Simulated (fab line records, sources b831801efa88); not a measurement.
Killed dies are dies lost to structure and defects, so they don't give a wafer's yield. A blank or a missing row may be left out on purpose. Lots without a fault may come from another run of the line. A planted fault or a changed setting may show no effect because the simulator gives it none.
Problem report in the 8D (eight disciplines) form, filled by code | flow gf180mcu | the parts of the form that need people (team, actions taken, sign-off) are left out

1. THE PROBLEM
run_length_s at GF_VT_IMPLANT_RTA_45 reads a mean of 69.3 s on 3 wafers of 2 lots; wafers without a fault read 59.0 s with a standard deviation of 0.66. That is +16 standard deviations from the usual mean.
The step: time 30 s.
First seen on wafer L103.4, day 10 16:19, on rtp_anneal-02. The record holds 39 wafers of 13 lots with a number at this step. Rule for "out", or "out of limits": more than 4 standard deviations from the usual mean. The other wafers with a number count as sound.

2. WHAT IT IS AND WHAT IT IS NOT
question                    | is                     | is not
which readings at this step | run_length_s           | lamp_power_pct, wafer_temp_C_max
which lots                  | L103, L105             | L106, L107, L110, L111, L113, L115, L116, L993, L994, L995, L999
which wafers of those lots  | L103.4, L103.6, L105.4 | L103.2, L105.1, L105.5
read on which tools         | rtp_anneal-02          | rtp_anneal-01
when                        | from day 10 16:19      | up to then (13 sound wafers); but 23 sound wafers of L105, L106, L107, L110, L111, L113, L115, L116 came after

3. SUSPECTS, AND WHAT RULES EACH OUT
Counting: a tool at a process step up to the reading stays a suspect if it ran every lot that is out. Sound lots after the first of them don't rule it out here, since some wafers of a struck lot are sound.
- rtp_anneal-02 at GF_VT_IMPLANT_RTA_45 (time 30 s): kept. It ran every lot that is out, first L103 (day 10 16:19); its last sound lot up to then is L999 (day 9 02:58). Its own readings are out on those wafers: run_length_s.
Left after counting: rtp_anneal-02 at GF_VT_IMPLANT_RTA_45.

4. THE CAUSE (what the simulator had put in)
Process parameter drift: rtp_anneal-02, from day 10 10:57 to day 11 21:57, at GF_VT_IMPLANT_RTA_45. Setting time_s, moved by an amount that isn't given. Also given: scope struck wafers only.
Counting left only this tool.

5. THE CHAIN OF EFFECTS, in route order
Each row: a reading whose mean over the struck wafers that have a number lies more than 3 standard deviations from the usual. Only readings for which the record gives a usual standard deviation are gone through. hours: the time from each lot's start at the first step in this table that gives one to its start at this step, as a median over the lots. sigmas: the change in usual standard deviations.
hours | step                 | reading      | usual  | on struck wafers | change | sigmas
0     | GF_VT_IMPLANT_RTA_45 | run_length_s | 59.0 s | 69.3             | +10.3  | +16
The process steps in it:
- GF_VT_IMPLANT_RTA_45: time 30 s.
Later measuring or inspecting steps at which every struck wafer that the step has a row for has a number for every such reading, and none has moved that far: GF_SAB_CD_MEAS_09.

6. WHAT WOULD HAVE CAUGHT IT SOONER
In this record the first reading out of limits was taken at day 10 16:19, 5 hours after the fault began at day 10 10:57.
